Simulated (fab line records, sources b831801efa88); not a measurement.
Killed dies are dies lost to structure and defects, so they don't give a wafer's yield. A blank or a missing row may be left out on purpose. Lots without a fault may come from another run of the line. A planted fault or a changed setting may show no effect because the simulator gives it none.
fab line records | flow gf180mcu
record lots=5 wafers=15 last_day=34
route steps=602 shown MVPSD@85 VT_IMPLANT@90
lots that met no fault: from a run of the same line without faults
start_h: hours from the record's first day to the start of the lot's first wafer shown | wait_h: hours since the lot's step before | " the same as in the row above | L1.1+2: a row that stands for several wafers | - no value, or no start given | * or withheld: withheld | < > ~ a bound
route shown NAME@n: a module of which the file shows steps, and the number in the route of the first | usual: mean/standard deviation of fault-free wafers | same: alike in all rows | chamber/n: place in a boat | sites: the reading at each site | _std_site: their standard deviation | _edge_site: outer sites' mean less inner sites' | radius_mm: how far each site lies from the wafer's centre | mask NAME#n: copy n | behind: the tool/chamber that last shaped the wafer | hold: why the lot was held/for how many hours/how that ended | device: the transistor (n, p or np) that didn't switch | end of line: the same wafers' tests at the end of the route | a step without rows: its recipe alone | killed: dies lost to structure and defects at the first sort, not the wafer's yield | map: a wafer's dies, x killed, . not, _ none there
set.NAME: the setting as run; set.NAME@STEP: as run at that earlier step | model.NAME: the simulator's own value behind a step, which no gauge read
lots at some steps of the route; a table a step, a row a wafer
services: from which hour (start_h, from the record's first day; less than 0 if before it) a tool's chamber was out of use, for how many hours, and why
## steps
# step GF_MVPSD_OVL_MEAS_07
# usual MVPSD_OVL=0.7/1.5
# columns lot.wafer tool chamber start_h wait_h MVPSD_OVL[nm]
L082.3 overlay-01 - 146.85 - -0.7
L082.4 " - " " -1.0
L082.6 " - " " -0.2
L084.1 overlay-02 - 160.78 - 3.5
L084.2 " - " " 0.4
L084.3 " - " " 2.5
L086.1 overlay-02 - 171.76 - 3.3
L086.5 " - " " 3.3
L086.6 " - " " 1.7
L095.1 overlay-01 - 222.54 - 1.2
L095.3 " - " " 1.8
L095.6 " - " " 2.3
L096.1 overlay-02 - 227.38 - -0.9
L096.2 " - " " -1.1
L096.5 " - " " -2.0
# step GF_MVPSD_IMPLANT_08
# recipe species=B energy_kev=170 dose_cm2=1.465e+13 tilt_deg=0
# columns lot.wafer tool chamber start_h wait_h
L082.3+4+6 implanter-02 0 146.93 0.1
L084.1+2+3 implanter-02 0 160.81 0.0
L086.1+5+6 implanter-04 0 171.79 0.0
L095.1+3+6 implanter-04 0 222.58 0.0
L096.1+2+5 implanter-04 0 227.41 0.0
# step GF_MVPSD_IMPLANT_09
# recipe species=B energy_kev=40 dose_cm2=5e+12 tilt_deg=0
# columns lot.wafer tool chamber start_h wait_h
L082.3+4+6 implanter-02 0 147.08 0.1
L084.1+2+3 implanter-02 0 160.96 0.1
L086.1+5+6 implanter-04 0 171.94 0.1
L095.1+3+6 implanter-04 0 222.73 0.1
L096.1+2+5 implanter-04 0 227.56 0.1
# step GF_MVPSD_STRIP_10
# recipe chemistry=O2/N2 power_w=1400 pressure_mtorr=1500 platen_temp_c=250 o2_flow_sccm=3000 n2_flow_sccm=300 overash_fraction=0.5
# usual drypump_motor_current_A=5.7/0.7 heater_power_w=331/36 oes_product_au=0.723/0.0046 strip_time_to_endpoint_s=36.91/0.098
# columns lot.wafer tool chamber start_h wait_h drypump_motor_current_A heater_power_w oes_product_au rf_hours_counter_h strip_time_to_endpoint_s
L082.3 plasma_asher-02 1 147.21 0.1 6.8 279 0.718 - 36.95
L082.4 " 0 " " 4.9 314 0.734 - 36.87
L082.6 " 0 " " 4.9 305 0.720 - 36.85
L084.1 plasma_asher-01 0 161.11 0.1 5.3 329 0.723 54 36.89
L084.2 " 1 " " 5.3 382 0.720 54 36.87
L084.3 " 1 " " 5.3 395 0.729 - 36.83
L086.1 plasma_asher-02 1 172.09 0.1 6.8 282 0.721 6 36.79
L086.5 " 0 " " 5.0 312 0.725 - 36.87
L086.6 " 1 " " 6.8 285 0.722 - 36.79
L095.1 plasma_asher-01 0 222.88 0.1 5.3 326 0.724 61 36.97
L095.3 " 0 " " 5.3 326 0.731 - 36.80
L095.6 " 1 " " 5.3 379 0.723 - 36.87
L096.1 plasma_asher-01 0 227.71 0.1 5.3 334 0.713 61 37.04
L096.2 " 1 " " 5.3 386 0.720 61 36.95
L096.5 " 0 " " 5.3 332 0.722 - 36.84
# step GF_MVPSD_TW_MEAS_11
# usual MVPSD_TW=551/4.5
# columns lot.wafer tool chamber start_h wait_h MVPSD_TW
L082.3 film_metro-02 - 147.30 0.1 549
L082.4 " - " " 549
L082.6 " - " " 552
L084.1 film_metro-02 - 161.21 0.1 551
L084.2 " - " " 550
L084.3 " - " " 549
L086.1 film_metro-01 - 172.19 0.1 547
L086.5 " - " " 547
L086.6 " - " " 545
L095.1 film_metro-02 - 222.98 0.1 553
L095.3 " - " " 553
L095.6 " - " " 551
L096.1 film_metro-03 - 227.83 0.1 552
L096.2 " - " " 554
L096.5 " - " " 553
# step GF_VT_IMPLANT_DEHYDRATE_00
# recipe temp_c=200 time_s=60
# usual heater_power_total_W=160.39/0.13
# same time_s=60
# columns lot.wafer tool chamber start_h wait_h heater_power_total_W
L082.3 litho_track-02 0 154.54 7.2 160.31
L082.4 " 0 " " 160.52
L082.6 " 0 " " 160.61
L084.1 litho_track-01 0 169.23 8.0 160.32
L084.2 " 0 " " 160.51
L084.3 " 0 " " 160.42
L086.1 litho_track-01 0 180.18 8.0 160.47
L086.5 " 0 " " 160.31
L086.6 " 0 " " 160.23
L095.1 litho_track-02 0 231.24 8.2 160.30
L095.3 " 0 " " 160.64
L095.6 " 0 " " 160.36
L096.1 litho_track-04 0 236.19 8.3 160.38
L096.2 " 0 " " 160.36
L096.5 " 0 " " 160.21
# step GF_VT_IMPLANT_HMDS_01
# recipe prime_time_s=60 prime_temp_c=120
# columns lot.wafer tool chamber start_h wait_h
L082.3+4+6 litho_track-02 0 154.69 0.1
L084.1+2+3 litho_track-01 0 169.38 0.1
L086.1+5+6 litho_track-01 0 180.33 0.1
L095.1+3+6 litho_track-02 0 231.39 0.1
L096.1+2+5 litho_track-04 0 236.34 0.1
# step GF_VT_IMPLANT_COAT_02
# recipe resist=NOVOLAK spin_rpm=3000 resist_thk_nm=1000
# columns lot.wafer tool chamber start_h wait_h
L082.3+4+6 litho_track-02 0 154.84 0.1
L084.1+2+3 litho_track-01 0 169.53 0.1
L086.1+5+6 litho_track-01 0 180.48 0.1
L095.1+3+6 litho_track-02 0 231.54 0.1
L096.1+2+5 litho_track-04 0 236.49 0.1
# step GF_VT_IMPLANT_SOFTBAKE_03
# recipe temp_c=90 time_s=60 resist=NOVOLAK
# usual heater_power_total_W=56.59/0.043
# same time_s=60
# columns lot.wafer tool chamber start_h wait_h heater_power_total_W
L082.3 litho_track-02 0 154.99 0.1 56.59
L082.4 " 0 " " 56.61
L082.6 " 0 " " 56.63
L084.1 litho_track-01 0 169.68 0.1 56.55
L084.2 " 0 " " 56.63
L084.3 " 0 " " 56.53
L086.1 litho_track-01 0 180.63 0.1 56.58
L086.5 " 0 " " 56.61
L086.6 " 0 " " 56.55
L095.1 litho_track-02 0 231.69 0.1 56.59
L095.3 " 0 " " 56.66
L095.6 " 0 " " 56.55
L096.1 litho_track-04 0 236.64 0.1 56.54
L096.2 " 0 " " 56.57
L096.5 " 0 " " 56.62
# step GF_VT_IMPLANT_EXPOSE_04
# recipe mask_id=LVPWELL_LV_AREA target_cd_nm=600 na=0.6 source_shape=conventional sigma_outer=0.6 dose_mj=140
# usual focus_offset_nm=0.0/0.5
# columns lot.wafer tool chamber start_h wait_h mask focus_offset_nm
L082.3 iline_stepper-01 0 - - LVPWELL_LV_AREA#0 -0.1
L082.4 " 0 " " LVPWELL_LV_AREA#0 0.5
L082.6 " 0 " " LVPWELL_LV_AREA#0 -0.7
L084.1 iline_stepper-02 0 - - LVPWELL_LV_AREA#0 -0.2
L084.2 " 0 " " LVPWELL_LV_AREA#0 0.2
L084.3 " 0 " " LVPWELL_LV_AREA#0 0.4
L086.1 iline_stepper-01 0 - - LVPWELL_LV_AREA#0 -0.3
L086.5 " 0 " " LVPWELL_LV_AREA#0 0.1
L086.6 " 0 " " LVPWELL_LV_AREA#0 0.4
L095.1 iline_stepper-02 0 - - LVPWELL_LV_AREA#0 0.1
L095.3 " 0 " " LVPWELL_LV_AREA#0 0.5
L095.6 " 0 " " LVPWELL_LV_AREA#0 0.9
L096.1 iline_stepper-02 0 - - LVPWELL_LV_AREA#0 0.2
L096.2 " 0 " " LVPWELL_LV_AREA#0 0.4
L096.5 " 0 " " LVPWELL_LV_AREA#0 0.6
# step GF_VT_IMPLANT_PEB_05
# recipe temp_c=withheld time_s=* resist=NOVOLAK
# same time_s=*
# columns lot.wafer tool chamber start_h wait_h
L082.3+4+6 litho_track-04 0 - -
L084.1+2+3 litho_track-04 0 - -
L086.1+5+6 litho_track-02 0 - -
L095.1+3+6 litho_track-02 0 - -
L096.1+2+5 litho_track-02 0 - -
# step GF_VT_IMPLANT_DEVELOP_06
# recipe develop_time_s=60 dev_temp_c=23
# columns lot.wafer tool chamber start_h wait_h
L082.3+4+6 litho_track-04 0 163.09 0.1
L084.1+2+3 litho_track-04 0 177.54 0.1
L086.1+5+6 litho_track-02 0 188.19 0.1
L095.1+3+6 litho_track-02 0 240.69 0.1
L096.1+2+5 litho_track-02 0 245.44 0.1
# step GF_VT_IMPLANT_OVL_MEAS_07
# usual VT_IMPLANT_OVL=0.4/1.3
# columns lot.wafer tool chamber start_h wait_h VT_IMPLANT_OVL[nm]
L082.3 overlay-02 - 163.20 0.1 -2.2
L082.4 " - " " -1.5
L082.6 " - " " -2.4
L084.1 overlay-02 - 177.69 0.1 -0.2
L084.2 " - " " 0.2
L084.3 " - " " 0.1
L086.1 overlay-02 - 188.34 0.1 1.7
L086.5 " - " " 0.7
L086.6 " - " " 2.0
L095.1 overlay-01 - 240.84 0.1 -1.8
L095.3 " - " " -0.6
L095.6 " - " " -1.3
L096.1 overlay-02 - 245.59 0.1 -1.7
L096.2 " - " " -1.4
L096.5 " - " " -0.6
# step GF_VT_IMPLANT_IMPLANT_08
# recipe species=BF2 energy_kev=20 dose_cm2=8.29e+12 tilt_deg=7
# columns lot.wafer tool chamber start_h wait_h
L082.3+4+6 implanter-02 0 163.28 0.1
L084.1+2+3 implanter-03 0 177.73 0.0
L086.1+5+6 implanter-04 0 188.37 0.0
L095.1+3+6 implanter-02 0 240.87 0.0
L096.1+2+5 implanter-02 0 245.62 0.0
# step GF_VT_IMPLANT_STRIP_09
# recipe chemistry=O2/N2 power_w=1400 pressure_mtorr=1500 platen_temp_c=250 o2_flow_sccm=3000 n2_flow_sccm=300 overash_fraction=0.5
# usual drypump_motor_current_A=5.5/0.49 heater_power_w=351/23 oes_product_au=0.716/0.0048 strip_time_to_endpoint_s=12.62/0.038
# columns lot.wafer tool chamber start_h wait_h drypump_motor_current_A heater_power_w oes_product_au rf_hours_counter_h strip_time_to_endpoint_s
L082.3 plasma_asher-03 1 163.41 0.1 5.2 359 0.713 - 12.58
L082.4 " 0 " " 5.2 332 0.710 - 12.52
L082.6 " 0 " " 5.2 328 0.707 - 12.57
L084.1 plasma_asher-01 1 177.88 0.1 5.3 392 0.717 56 12.60
L084.2 " 0 " " 5.3 331 0.723 56 12.58
L084.3 " 0 " " 5.3 323 0.715 - 12.62
L086.1 plasma_asher-03 1 188.52 0.1 5.2 365 0.716 52 12.60
L086.5 " 1 " " 5.2 377 0.712 - 12.63
L086.6 " 0 " " 5.2 329 0.719 - 12.61
L095.1 plasma_asher-03 1 241.02 0.1 5.2 369 0.722 58 12.57
L095.3 " 1 " " 5.2 377 0.728 - 12.57
L095.6 " 1 " " 5.2 379 0.713 - 12.54
L096.1 plasma_asher-03 1 245.77 0.1 5.2 377 0.716 58 12.68
L096.2 " 0 " " 5.2 332 0.728 58 12.66
L096.5 " 1 " " 5.2 373 0.719 - 12.69
# step GF_VT_IMPLANT_TW_MEAS_10
# usual VT_IMPLANT_TW=560/7.2
# columns lot.wafer tool chamber start_h wait_h VT_IMPLANT_TW
L082.3 film_metro-02 - 163.50 0.1 562
L082.4 " - " " 566
L082.6 " - " " 563
L084.1 film_metro-04 - 177.98 0.1 555
L084.2 " - " " 554
L084.3 " - " " 555
L086.1 film_metro-02 - 188.62 0.1 563
L086.5 " - " " 562
L086.6 " - " " 566
L095.1 film_metro-04 - 241.12 0.1 555
L095.3 " - " " 553
L095.6 " - " " 553
L096.1 film_metro-04 - 245.87 0.1 550
L096.2 " - " " 553
L096.5 " - " " 555
# step GF_VT_IMPLANT_DEHYDRATE_11
# recipe temp_c=200 time_s=60
# usual heater_power_total_W=160.36/0.13
# same time_s=60
# columns lot.wafer tool chamber start_h wait_h heater_power_total_W
L082.3 litho_track-04 0 170.94 7.4 160.25
L082.4 " 0 " " 160.22
L082.6 " 0 " " 160.16
L084.1 litho_track-02 0 185.39 7.4 160.23
L084.2 " 0 " " 160.34
L084.3 " 0 " " 160.49
L086.1 litho_track-04 0 196.59 8.0 160.55
L086.5 " 0 " " 160.40
L086.6 " 0 " " 160.22
L095.1 litho_track-04 0 249.94 8.8 160.49
L095.3 " 0 " " 160.31
L095.6 " 0 " " 160.28
L096.1 litho_track-02 0 255.04 9.2 160.44
L096.2 " 0 " " 160.22
L096.5 " 0 " " 160.47
# step GF_VT_IMPLANT_HMDS_12
# recipe prime_time_s=60 prime_temp_c=120
# columns lot.wafer tool chamber start_h wait_h
L082.3+4+6 litho_track-04 0 171.09 0.1
L084.1+2+3 litho_track-02 0 185.54 0.1
L086.1+5+6 litho_track-04 0 196.74 0.1
L095.1+3+6 litho_track-04 0 250.09 0.1
L096.1+2+5 litho_track-02 0 255.19 0.1
# step GF_VT_IMPLANT_COAT_13
# recipe resist=NOVOLAK spin_rpm=3000 resist_thk_nm=1000
# columns lot.wafer tool chamber start_h wait_h
L082.3+4+6 litho_track-04 0 171.24 0.1
L084.1+2+3 litho_track-02 0 185.69 0.1
L086.1+5+6 litho_track-04 0 196.89 0.1
L095.1+3+6 litho_track-04 0 250.24 0.1
L096.1+2+5 litho_track-02 0 255.34 0.1
# step GF_VT_IMPLANT_SOFTBAKE_14
# recipe temp_c=90 time_s=60 resist=NOVOLAK
# usual heater_power_total_W=56.59/0.046
# same time_s=60
# columns lot.wafer tool chamber start_h wait_h heater_power_total_W
L082.3 litho_track-04 0 171.39 0.1 56.65
L082.4 " 0 " " 56.60
L082.6 " 0 " " 56.53
L084.1 litho_track-02 0 185.84 0.1 56.56
L084.2 " 0 " " 56.57
L084.3 " 0 " " 56.55
L086.1 litho_track-04 0 197.04 0.1 56.60
L086.5 " 0 " " 56.65
L086.6 " 0 " " 56.58
L095.1 litho_track-04 0 250.39 0.1 56.53
L095.3 " 0 " " 56.59
L095.6 " 0 " " 56.63
L096.1 litho_track-02 0 255.49 0.1 56.65
L096.2 " 0 " " 56.60
L096.5 " 0 " " 56.58
# step GF_VT_IMPLANT_EXPOSE_15
# recipe mask_id=Nwell_LV_AREA target_cd_nm=860 na=0.6 source_shape=conventional sigma_outer=0.6 dose_mj=140
# usual focus_offset_nm=0.0/0.63
# columns lot.wafer tool chamber start_h wait_h mask focus_offset_nm
L082.3 iline_stepper-01 0 - - Nwell_LV_AREA#0 0.2
L082.4 " 0 " " Nwell_LV_AREA#0 0.2
L082.6 " 0 " " Nwell_LV_AREA#0 -0.2
L084.1 iline_stepper-02 0 - - Nwell_LV_AREA#0 -0.3
L084.2 " 0 " " Nwell_LV_AREA#0 -1.4
L084.3 " 0 " " Nwell_LV_AREA#0 -0.8
L086.1 iline_stepper-02 0 - - Nwell_LV_AREA#0 0.0
L086.5 " 0 " " Nwell_LV_AREA#0 1.2
L086.6 " 0 " " Nwell_LV_AREA#0 -0.1
L095.1 iline_stepper-01 0 - - Nwell_LV_AREA#0 -0.8
L095.3 " 0 " " Nwell_LV_AREA#0 0.2
L095.6 " 0 " " Nwell_LV_AREA#0 0.7
L096.1 iline_stepper-02 0 - - Nwell_LV_AREA#0 -0.3
L096.2 " 0 " " Nwell_LV_AREA#0 0.2
L096.5 " 0 " " Nwell_LV_AREA#0 -0.1
# step GF_VT_IMPLANT_PEB_16
# recipe temp_c=withheld time_s=* resist=NOVOLAK
# same time_s=*
# columns lot.wafer tool chamber start_h wait_h
L082.3+4+6 litho_track-02 0 - -
L084.1+2+3 litho_track-01 0 - -
L086.1+5+6 litho_track-01 0 - -
L095.1+3+6 litho_track-02 0 - -
L096.1+2+5 litho_track-01 0 - -
# step GF_VT_IMPLANT_DEVELOP_17
# recipe develop_time_s=60 dev_temp_c=23
# columns lot.wafer tool chamber start_h wait_h
L082.3+4+6 litho_track-02 0 179.69 0.1
L084.1+2+3 litho_track-01 0 193.93 0.1
L086.1+5+6 litho_track-01 0 205.63 0.1
L095.1+3+6 litho_track-02 0 259.84 0.1
L096.1+2+5 litho_track-01 0 264.93 0.1
# step GF_VT_IMPLANT_OVL_MEAS_18
# usual VT_IMPLANT_01_OVL=0.9/1.4
# columns lot.wafer tool chamber start_h wait_h VT_IMPLANT_01_OVL[nm]
L082.3 overlay-02 - 179.80 0.1 -0.4
L082.4 " - " " 0.6
L082.6 " - " " -0.4
L084.1 overlay-02 - 194.08 0.1 1.9
L084.2 " - " " 0.6
L084.3 " - " " 1.2
L086.1 overlay-01 - 205.78 0.1 -0.7
L086.5 " - " " -1.1
L086.6 " - " " -1.8
L095.1 overlay-01 - 259.99 0.1 -0.8
L095.3 " - " " 1.4
L095.6 " - " " 0.8
L096.1 overlay-02 - 265.08 0.1 0.8
L096.2 " - " " 3.0
L096.5 " - " " 0.9
# step GF_VT_IMPLANT_IMPLANT_19
# recipe species=As energy_kev=100 dose_cm2=4.35e+12 tilt_deg=7
# columns lot.wafer tool chamber start_h wait_h
L082.3+4+6 implanter-03 0 179.87 0.1
L084.1+2+3 implanter-02 0 194.11 0.0
L086.1+5+6 implanter-02 0 205.81 0.0
L095.1+3+6 implanter-03 0 260.02 0.0
L096.1+2+5 implanter-03 0 265.11 0.0
# step GF_VT_IMPLANT_STRIP_20
# recipe chemistry=O2/N2 power_w=1400 pressure_mtorr=1500 platen_temp_c=250 o2_flow_sccm=3000 n2_flow_sccm=300 overash_fraction=0.5
# usual drypump_motor_current_A=5.7/0.56 heater_power_w=349/20 oes_product_au=0.716/0.0051 strip_time_to_endpoint_s=12.62/0.034
# columns lot.wafer tool chamber start_h wait_h drypump_motor_current_A heater_power_w oes_product_au rf_hours_counter_h strip_time_to_endpoint_s
L082.3 plasma_asher-03 0 180.01 0.1 5.2 332 0.719 - 12.60
L082.4 " 1 " " 5.2 377 0.717 - 12.57
L082.6 " 0 " " 5.2 327 0.718 - 12.58
L084.1 plasma_asher-04 0 194.26 0.1 5.8 335 0.715 40 12.58
L084.2 " 1 " " 6.6 356 0.716 40 12.63
L084.3 " 0 " " 5.8 330 0.720 - 12.57
L086.1 plasma_asher-03 0 205.96 0.1 5.2 332 0.712 54 12.62
L086.5 " 1 " " 5.2 373 0.720 - 12.64
L086.6 " 0 " " 5.2 314 0.715 - 12.61
L095.1 plasma_asher-04 0 260.17 0.1 5.8 326 0.711 46 12.63
L095.3 " 1 " " 6.6 350 0.721 - 12.64
L095.6 " 0 " " 5.8 332 0.726 - 12.62
L096.1 plasma_asher-04 1 265.26 0.1 6.6 358 0.719 47 12.62
L096.2 " 0 " " 5.8 334 0.720 47 12.66
L096.5 " 0 " " 5.8 325 0.721 - 12.62
# step GF_VT_IMPLANT_TW_MEAS_21
# usual VT_IMPLANT_2_TW=1205/15
# columns lot.wafer tool chamber start_h wait_h VT_IMPLANT_2_TW
L082.3 film_metro-02 - 180.09 0.1 1219
L082.4 " - " " 1218
L082.6 " - " " 1218
L084.1 film_metro-02 - 194.36 0.1 1214
L084.2 " - " " 1226
L084.3 " - " " 1222
L086.1 film_metro-04 - 206.06 0.1 1194
L086.5 " - " " 1198
L086.6 " - " " 1200
L095.1 film_metro-02 - 260.27 0.1 1218
L095.3 " - " " 1217
L095.6 " - " " 1211
L096.1 film_metro-04 - 265.36 0.1 1191
L096.2 " - " " 1197
L096.5 " - " " 1206
# step GF_VT_IMPLANT_DEHYDRATE_22
# recipe temp_c=200 time_s=60
# usual heater_power_total_W=160.39/0.13
# same time_s=60
# columns lot.wafer tool chamber start_h wait_h heater_power_total_W
L082.3 litho_track-04 0 187.84 7.7 160.28
L082.4 " 0 " " 160.36
L082.6 " 0 " " 160.49
L084.1 litho_track-04 0 202.29 7.9 160.60
L084.2 " 0 " " 160.23
L084.3 " 0 " " 160.39
L086.1 litho_track-02 0 214.19 8.1 160.50
L086.5 " 0 " " 160.34
L086.6 " 0 " " 160.21
L095.1 litho_track-04 0 269.34 9.1 160.33
L095.3 " 0 " " 160.18
L095.6 " 0 " " 160.52
L096.1 litho_track-02 0 274.24 8.9 160.49
L096.2 " 0 " " 160.48
L096.5 " 0 " " 160.31
# step GF_VT_IMPLANT_HMDS_23
# recipe prime_time_s=60 prime_temp_c=120
# columns lot.wafer tool chamber start_h wait_h
L082.3+4+6 litho_track-04 0 187.99 0.1
L084.1+2+3 litho_track-04 0 202.44 0.1
L086.1+5+6 litho_track-02 0 214.34 0.1
L095.1+3+6 litho_track-04 0 269.49 0.1
L096.1+2+5 litho_track-02 0 274.39 0.1
# step GF_VT_IMPLANT_COAT_24
# recipe resist=NOVOLAK spin_rpm=3000 resist_thk_nm=1000
# columns lot.wafer tool chamber start_h wait_h
L082.3+4+6 litho_track-04 0 188.14 0.1
L084.1+2+3 litho_track-04 0 202.59 0.1
L086.1+5+6 litho_track-02 0 214.49 0.1
L095.1+3+6 litho_track-04 0 269.64 0.1
L096.1+2+5 litho_track-02 0 274.54 0.1
# step GF_VT_IMPLANT_SOFTBAKE_25
# recipe temp_c=90 time_s=60 resist=NOVOLAK
# usual heater_power_total_W=56.60/0.045
# same time_s=60
# columns lot.wafer tool chamber start_h wait_h heater_power_total_W
L082.3 litho_track-04 0 188.29 0.1 56.52
L082.4 " 0 " " 56.59
L082.6 " 0 " " 56.61
L084.1 litho_track-04 0 202.74 0.1 56.61
L084.2 " 0 " " 56.57
L084.3 " 0 " " 56.65
L086.1 litho_track-02 0 214.64 0.1 56.54
L086.5 " 0 " " 56.64
L086.6 " 0 " " 56.59
L095.1 litho_track-04 0 269.79 0.1 56.54
L095.3 " 0 " " 56.50
L095.6 " 0 " " 56.56
L096.1 litho_track-02 0 274.69 0.1 56.56
L096.2 " 0 " " 56.52
L096.5 " 0 " " 56.68
# step GF_VT_IMPLANT_EXPOSE_26
# recipe mask_id=LVPWELL_HV_AREA target_cd_nm=860 na=0.6 source_shape=conventional sigma_outer=0.6 dose_mj=140
# usual focus_offset_nm=0.0/0.53
# columns lot.wafer tool chamber start_h wait_h mask focus_offset_nm
L082.3 iline_stepper-02 0 - - LVPWELL_HV_AREA#0 -0.2
L082.4 " 0 " " LVPWELL_HV_AREA#0 0.4
L082.6 " 0 " " LVPWELL_HV_AREA#0 -1.4
L084.1 iline_stepper-02 0 - - LVPWELL_HV_AREA#0 -0.2
L084.2 " 0 " " LVPWELL_HV_AREA#0 0.3
L084.3 " 0 " " LVPWELL_HV_AREA#0 -0.5
L086.1 iline_stepper-02 0 - - LVPWELL_HV_AREA#0 0.1
L086.5 " 0 " " LVPWELL_HV_AREA#0 0.6
L086.6 " 0 " " LVPWELL_HV_AREA#0 -0.3
L095.1 iline_stepper-01 0 - - LVPWELL_HV_AREA#0 0.3
L095.3 " 0 " " LVPWELL_HV_AREA#0 0.6
L095.6 " 0 " " LVPWELL_HV_AREA#0 0.5
L096.1 iline_stepper-02 0 - - LVPWELL_HV_AREA#0 0.6
L096.2 " 0 " " LVPWELL_HV_AREA#0 0.0
L096.5 " 0 " " LVPWELL_HV_AREA#0 -0.3
# step GF_VT_IMPLANT_PEB_27
# recipe temp_c=withheld time_s=* resist=NOVOLAK
# same time_s=*
# columns lot.wafer tool chamber start_h wait_h
L082.3+4+6 litho_track-04 0 - -
L084.1+2+3 litho_track-02 0 - -
L086.1+5+6 litho_track-02 0 - -
L095.1+3+6 litho_track-02 0 - -
L096.1+2+5 litho_track-04 0 - -
# step GF_VT_IMPLANT_DEVELOP_28
# recipe develop_time_s=60 dev_temp_c=23
# columns lot.wafer tool chamber start_h wait_h
L082.3+4+6 litho_track-04 0 195.89 0.1
L084.1+2+3 litho_track-02 0 211.09 0.1
L086.1+5+6 litho_track-02 0 223.09 0.1
L095.1+3+6 litho_track-02 0 278.84 0.1
L096.1+2+5 litho_track-04 0 284.14 0.1
# step GF_VT_IMPLANT_OVL_MEAS_29
# usual VT_IMPLANT_02_OVL=-1.1/1.2
# columns lot.wafer tool chamber start_h wait_h VT_IMPLANT_02_OVL[nm]
L082.3 overlay-01 - 196.00 0.1 -1.1
L082.4 " - " " -1.9
L082.6 " - " " -1.6
L084.1 overlay-01 - 211.24 0.1 0.7
L084.2 " - " " -1.0
L084.3 " - " " -0.7
L086.1 overlay-02 - 223.24 0.1 -0.1
L086.5 " - " " 0.5
L086.6 " - " " -0.1
L095.1 overlay-01 - 278.99 0.1 -1.1
L095.3 " - " " -0.9
L095.6 " - " " 0.2
L096.1 overlay-02 - 284.29 0.1 -3.4
L096.2 " - " " -1.8
L096.5 " - " " -2.4
# step GF_VT_IMPLANT_IMPLANT_30
# recipe species=B energy_kev=25 dose_cm2=2.534e+12 tilt_deg=7
# columns lot.wafer tool chamber start_h wait_h
L082.3+4+6 implanter-02 0 196.08 0.1
L084.1+2+3 implanter-04 0 211.27 0.0
L086.1+5+6 implanter-03 0 223.27 0.0
L095.1+3+6 implanter-03 0 279.02 0.0
L096.1+2+5 implanter-02 0 284.33 0.0
# step GF_VT_IMPLANT_STRIP_31
# recipe chemistry=O2/N2 power_w=1400 pressure_mtorr=1500 platen_temp_c=250 o2_flow_sccm=3000 n2_flow_sccm=300 overash_fraction=0.5
# usual drypump_motor_current_A=5.4/0.4 heater_power_w=352/23 oes_product_au=0.715/0.0048 strip_time_to_endpoint_s=12.62/0.031
# columns lot.wafer tool chamber start_h wait_h drypump_motor_current_A heater_power_w oes_product_au rf_hours_counter_h strip_time_to_endpoint_s
L082.3 plasma_asher-03 0 196.21 0.1 5.2 334 0.718 - 12.60
L082.4 " 1 " " 5.2 373 0.714 - 12.64
L082.6 " 1 " " 5.2 369 0.723 - 12.67
L084.1 plasma_asher-04 0 211.42 0.1 5.8 325 0.711 41 12.61
L084.2 " 1 " " 6.6 352 0.710 41 12.61
L084.3 " 1 " " 6.6 356 0.723 - 12.59
L086.1 plasma_asher-03 0 223.42 0.1 5.2 333 0.719 56 12.62
L086.5 " 0 " " 5.2 331 0.712 - 12.63
L086.6 " 1 " " 5.2 382 0.716 - 12.66
L095.1 plasma_asher-03 0 279.17 0.1 5.2 335 0.724 61 12.59
L095.3 " 0 " " 5.2 339 0.714 - 12.62
L095.6 " 1 " " 5.2 369 0.714 - 12.61
L096.1 plasma_asher-03 0 284.48 0.1 5.2 332 0.716 62 12.61
L096.2 " 1 " " 5.2 366 0.717 62 12.63
L096.5 " 0 " " 5.2 334 0.717 - 12.65
# step GF_VT_IMPLANT_TW_MEAS_32
# usual VT_IMPLANT_3_TW=268/3.4
# columns lot.wafer tool chamber start_h wait_h VT_IMPLANT_3_TW
L082.3 film_metro-04 - 196.30 0.1 265
L082.4 " - " " 263
L082.6 " - " " 264
L084.1 film_metro-03 - 211.52 0.1 273
L084.2 " - " " 272
L084.3 " - " " 272
L086.1 film_metro-02 - 223.52 0.1 271
L086.5 " - " " 270
L086.6 " - " " 270
L095.1 film_metro-04 - 279.27 0.1 265
L095.3 " - " " 266
L095.6 " - " " 266
L096.1 film_metro-04 - 284.58 0.1 264
L096.2 " - " " 264
L096.5 " - " " 265
# step GF_VT_IMPLANT_DEHYDRATE_33
# recipe temp_c=200 time_s=62.6
# usual heater_power_total_W=160.12/0.12 plate_sensor_t_centre_C=201.07/0.0099 plate_sensor_t_edge_C=201.55/0.01
# same time_s=62.6
# columns lot.wafer tool chamber start_h wait_h heater_power_total_W plate_sensor_t_centre_C plate_sensor_t_edge_C
L082.3 litho_track-01 0 204.33 8.0 160.34 201.06 201.55
L082.4 " 0 " " 160.12 201.08 201.55
L082.6 " 0 " " 160.05 201.07 201.57
L084.1 litho_track-02 0 219.84 8.3 160.21 201.07 201.56
L084.2 " 0 " " 160.35 201.05 201.53
L084.3 " 0 " " 160.11 201.07 201.57
L086.1 litho_track-04 0 231.99 8.5 160.09 201.09 201.55
L086.5 " 0 " " 159.99 201.08 201.56
L086.6 " 0 " " 160.26 201.06 201.55
L095.1 litho_track-02 0 288.04 8.8 160.11 201.06 201.55
L095.3 " 0 " " 159.98 201.08 201.53
L095.6 " 0 " " 159.97 201.07 201.56
L096.1 litho_track-02 0 293.63 9.0 160.04 201.06 201.56
L096.2 " 0 " " 160.09 201.07 201.54
L096.5 " 0 " " 160.11 201.09 201.55
# step GF_VT_IMPLANT_HMDS_34
# recipe prime_time_s=60 prime_temp_c=120
# columns lot.wafer tool chamber start_h wait_h
L082.3+4+6 litho_track-01 0 204.48 0.1
L084.1+2+3 litho_track-02 0 219.99 0.1
L086.1+5+6 litho_track-04 0 232.14 0.1
L095.1+3+6 litho_track-02 0 288.19 0.1
L096.1+2+5 litho_track-02 0 293.78 0.1
# step GF_VT_IMPLANT_COAT_35
# recipe resist=NOVOLAK spin_rpm=3062 resist_thk_nm=1000
# columns lot.wafer tool chamber start_h wait_h
L082.3+4+6 litho_track-01 0 204.63 0.1
L084.1+2+3 litho_track-02 0 220.14 0.1
L086.1+5+6 litho_track-04 0 232.29 0.1
L095.1+3+6 litho_track-02 0 288.34 0.1
L096.1+2+5 litho_track-02 0 293.93 0.1
## services
# columns tool chamber start_h hours kind
iline_stepper-01 - 136.06 7.0 repair
iline_stepper-02 - 155.95 1.7 pm
implanter-04 - 161.74 2.3 repair
iline_stepper-01 - 165.51 1.7 pm
iline_stepper-02 - 167.26 2.1 pm
iline_stepper-02 - 169.35 - consumable_replace:lamp
plasma_asher-02 - 197.97 0.4 repair
iline_stepper-01 - 214.55 19.9 repair
implanter-03 - 214.63 0.9 repair
iline_stepper-01 - 229.18 0.9 repair
implanter-04 - 263.67 9.7 pm
plasma_asher-02 - 270.70 0.4 repair
implanter-03 - 279.20 4.5 repair
plasma_asher-03 - 292.64 0.7 repair
## key
fault none
